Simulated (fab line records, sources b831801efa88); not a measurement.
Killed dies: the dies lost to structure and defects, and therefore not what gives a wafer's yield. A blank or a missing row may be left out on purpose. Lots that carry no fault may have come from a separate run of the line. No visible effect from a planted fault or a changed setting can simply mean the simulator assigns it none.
Which tool is to blame? | flow gf180mcu | 12 lots with 36 wafers sampled at 5 steps, on a route of 602 steps

== WHAT THE GAUGES SHOWED, per wafer ==
GF_V4_THK_MEAS_03.
lot  | measured     | on            | V4_CVD_02_THK (nm)
L807 | day 24 03:42 | film_metro-04 | 836 853 845
L809 | day 25 00:35 | film_metro-03 | 844 853 855
L811 | day 25 07:05 | film_metro-03 | 828 830 851
L812 | day 25 19:31 | film_metro-04 | 832 850 851
L813 | day 26 05:40 | film_metro-04 | 839 820 853
L815 | day 26 13:43 | film_metro-04 | 847 838 851
L817 | day 27 07:16 | film_metro-01 | 840 831 833
L818 | day 27 10:01 | film_metro-04 | 830 841 855
L819 | day 27 18:47 | film_metro-03 | 840 848 846
L821 | day 28 05:26 | film_metro-04 | 840 834 845
L823 | day 28 16:41 | film_metro-03 | 830 845 862
L827 | day 29 22:02 | film_metro-04 | 852 835 868

GF_MIM_RS_MEAS_10: uses a four-point probe to measure.
lot  | measured     | on            | MIM_ALCU_RS (ohm/sq)
L807 | day 25 03:51 | film_metro-03 | 0.1621 0.1622 0.1627
L809 | day 26 00:47 | film_metro-03 | 0.1601 0.1610 0.1604
L811 | day 26 06:46 | film_metro-01 | 0.1621 0.1597 0.1620
L812 | day 26 18:59 | film_metro-02 | 0.1578 0.1550 0.1580
L813 | day 27 05:00 | film_metro-01 | 0.1609 0.1604 0.1614
L815 | day 27 12:22 | film_metro-01 | 0.1595 0.1601 0.1636
L817 | day 28 05:38 | film_metro-02 | 0.1682 0.1634 0.1636
L818 | day 28 09:06 | film_metro-03 | 0.1587 0.1570 0.1575
L819 | day 28 16:17 | film_metro-02 | 0.1601 0.1615 0.1624
L821 | day 29 03:00 | film_metro-02 | 0.1602 0.1592 0.1612
L823 | day 29 14:02 | film_metro-01 | 0.1702 0.1650 0.1654
L827 | day 30 19:07 | film_metro-01 | 0.1615 0.1582 0.1575

== WHAT TOOL EACH LOT RAN ON (gives the tool, then ch and the chambers of the sampled wafers, and finally the start) ==
lot  | GF_M4_SPUTTER_04             | GF_V4_SPUTTER_21             | GF_MIM_SPUTTER_08
L807 | pvd_sputter-03, day 23 04:43 | pvd_sputter-04, day 25 02:42 | pvd_sputter-04, day 25 03:46
L809 | pvd_sputter-02, day 24 01:05 | pvd_sputter-02, day 25 23:41 | pvd_sputter-02, day 26 00:44
L811 | pvd_sputter-02, day 24 08:37 | pvd_sputter-02, day 26 05:20 | pvd_sputter-04, day 26 06:41
L812 | pvd_sputter-01, day 24 21:13 | pvd_sputter-04, day 26 17:52 | pvd_sputter-04, day 26 18:55
L813 | pvd_sputter-03, day 25 07:56 | pvd_sputter-02, day 27 03:53 | pvd_sputter-02, day 27 04:57
L815 | pvd_sputter-03, day 25 15:10 | pvd_sputter-02, day 27 11:16 | pvd_sputter-02, day 27 12:19
L817 | pvd_sputter-01, day 26 10:10 | pvd_sputter-03, day 28 04:31 | pvd_sputter-02, day 28 05:34
L818 | pvd_sputter-01, day 26 12:25 | pvd_sputter-03, day 28 07:53 | pvd_sputter-01, day 28 09:03
L819 | pvd_sputter-01, day 26 21:11 | pvd_sputter-04, day 28 15:11 | pvd_sputter-01, day 28 16:14
L821 | pvd_sputter-03, day 27 08:28 | pvd_sputter-04, day 29 01:53 | pvd_sputter-01, day 29 02:56
L823 | pvd_sputter-02, day 27 19:41 | pvd_sputter-03, day 29 12:53 | pvd_sputter-02, day 29 13:58
L827 | pvd_sputter-01, day 29 01:43 | pvd_sputter-04, day 30 17:58 | pvd_sputter-01, day 30 19:01
- GF_M4_SPUTTER_04: material TiN, target thk 50 nm, time 41.7 s.
- GF_V4_SPUTTER_21: material Ti, target thk 15 nm, time 80.02 s.
- GF_MIM_SPUTTER_08: material AlCu, target thk 200 nm, time 10.6 s.

== AS READ BY THE TOOLS THEMSELVES (means over the sampled wafers that have a number; for cases with no such wafer, the mark the record gives instead) ==
GF_M4_SPUTTER_04.
lot  | tool           | chamber_pressure_pa (Pa) | throttle_valve_pct (%)
L807 | pvd_sputter-03 | 0.4006                   | 29.5
L809 | pvd_sputter-02 | 0.4005                   | 28.8
L811 | pvd_sputter-02 | 0.4005                   | 28.8
L812 | pvd_sputter-01 | 0.4002                   | 30.4
L813 | pvd_sputter-03 | 0.3997                   | 29.9
L815 | pvd_sputter-03 | 0.4002                   | 30.0
L817 | pvd_sputter-01 | 0.3997                   | 28.7
L818 | pvd_sputter-01 | 0.4002                   | 30.9
L819 | pvd_sputter-01 | 0.3998                   | 29.8
L821 | pvd_sputter-03 | 0.4000                   | 29.8
L823 | pvd_sputter-02 | 0.4004                   | 29.4
L827 | pvd_sputter-01 | 0.4004                   | 30.9

GF_V4_SPUTTER_21.
lot  | tool           | chamber_pressure_pa (Pa) | throttle_valve_pct (%)
L807 | pvd_sputter-04 | 4.997                    | 29.8
L809 | pvd_sputter-02 | 5.004                    | 28.7
L811 | pvd_sputter-02 | 4.989                    | 29.0
L812 | pvd_sputter-04 | 5.006                    | 29.8
L813 | pvd_sputter-02 | 4.996                    | 29.3
L815 | pvd_sputter-02 | 4.987                    | 28.4
L817 | pvd_sputter-03 | 4.999                    | 29.2
L818 | pvd_sputter-03 | 5.009                    | 29.6
L819 | pvd_sputter-04 | 5.007                    | 29.9
L821 | pvd_sputter-04 | 5.008                    | 29.8
L823 | pvd_sputter-03 | 5.004                    | 29.2
L827 | pvd_sputter-04 | 4.995                    | 29.8

GF_MIM_SPUTTER_08.
lot  | tool           | chamber_pressure_pa (Pa) | throttle_valve_pct (%)
L807 | pvd_sputter-04 | 0.4003                   | 30.0
L809 | pvd_sputter-02 | 0.3996                   | 29.4
L811 | pvd_sputter-04 | 0.4003                   | 30.9
L812 | pvd_sputter-04 | 0.3998                   | 30.5
L813 | pvd_sputter-02 | 0.4005                   | 29.1
L815 | pvd_sputter-02 | 0.3999                   | 29.4
L817 | pvd_sputter-02 | 0.4529                   | 28.0
L818 | pvd_sputter-01 | 0.4010                   | 29.3
L819 | pvd_sputter-01 | 0.3997                   | 29.9
L821 | pvd_sputter-01 | 0.4001                   | 29.8
L823 | pvd_sputter-02 | 0.4523                   | 27.5
L827 | pvd_sputter-01 | 0.3991                   | 30.4

== THE ANSWER, worked out from the rows above alone ==
Rule: the usual values come from the lots themselves. The widest of any qualifying gaps counts: lots, ordered by their means at a reading, are off when they make up no more than a third of the lots, leave a main group of 4 or more, and stand apart from it by 3 or more times the standard deviation of that group's means. A main group whose means are all the same, to the digits that the tables above print for the reading, isn't used. A lot without any number at a reading at which 4 lots or more have one is off too. Any other lot the step has rows for is counted as sound. First the gauges in route order, then the tools' own readings, where a lot's mean is used as printed above. At the first step where some lot is off, the reading lying furthest off is the one used; lots without a number count as furthest.
Off: L817, L823, at GF_MIM_SPUTTER_08 (chamber_pressure_pa). Mean 0.4000 Pa and standard deviation 0.0005 in the main group.
If a tool, at that step or one of the process steps before it, ran each lot that is off and ran no sound lot following the first of them, it fits. One fits: pvd_sputter-02 at GF_MIM_SPUTTER_08. A fault onset in the window from L815 (day 27 12:19, its last sound lot) to L817 (day 28 05:34, its first lot off) fits.
On the lots that are off, the tool's own readings at GF_MIM_SPUTTER_08 differ by more than 5 times the standard deviation of the sound lots' means, which bears it out; chamber_pressure_pa reads 0.4526 Pa there versus 0.4000 Pa on the sound lots.

== WHAT THE SIMULATOR HAD INSERTED ==
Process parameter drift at GF_MIM_SPUTTER_08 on pvd_sputter-02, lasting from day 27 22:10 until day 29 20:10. Setting chamber_pressure_pa shifted by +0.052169 from 0.4. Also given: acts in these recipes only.
Struck lots among those shown: L817, L823. Same finding as the rule above.
